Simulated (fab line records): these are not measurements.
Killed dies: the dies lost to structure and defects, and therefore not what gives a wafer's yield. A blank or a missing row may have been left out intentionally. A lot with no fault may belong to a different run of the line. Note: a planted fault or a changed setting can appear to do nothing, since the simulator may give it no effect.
Which tool did it? | flow gf180mcu | at 1 step of a route of 602, 6 lots with 18 wafers sampled

## WHAT THE GAUGES READ, wafer by wafer
GF_HV_LDD_OVL_MEAS_32.
lot  | measured     | on         | HV_LDD_02_OVL (nm)
L905 | day 12 14:53 | overlay-02 | 1.7 1.1 1.8
L908 | day 13 10:51 | overlay-02 | 0.8 0.3 1.9
L912 | day 14 16:11 | overlay-01 | -0.5 0.1 -0.6
L917 | day 16 17:53 | overlay-01 | 0.2 -1.2 0.0
L919 | day 17 07:36 | overlay-02 | -3.3 -2.1 -1.8
L921 | day 17 20:53 | overlay-01 | 1.3 0.8 1.6

## WHAT TOOL EACH LOT RAN ON (gives the tool, then ch and the chambers of the sampled wafers, and finally the start)
No process step before these readings appears in the record.

## THE ANSWER, worked out from the rows above alone
Rule: usual is defined by the lots themselves. The widest of any qualifying gaps counts: lots, ordered by their means at a reading, are off when they make up no more than a third of the lots, leave a main group of 4 or more, and stand apart from it by 3 or more times the standard deviation of that group's means. A main group is skipped when, at the precision printed for the reading in the tables above, its means are all equal. Also off: a lot with no number at a reading for which 4 or more lots have one. Any other lot the step has rows for is counted as sound.
No lot is off on any of the readings shown, so nothing can be concluded from this.

## WHAT THE SIMULATOR HAD PUT IN
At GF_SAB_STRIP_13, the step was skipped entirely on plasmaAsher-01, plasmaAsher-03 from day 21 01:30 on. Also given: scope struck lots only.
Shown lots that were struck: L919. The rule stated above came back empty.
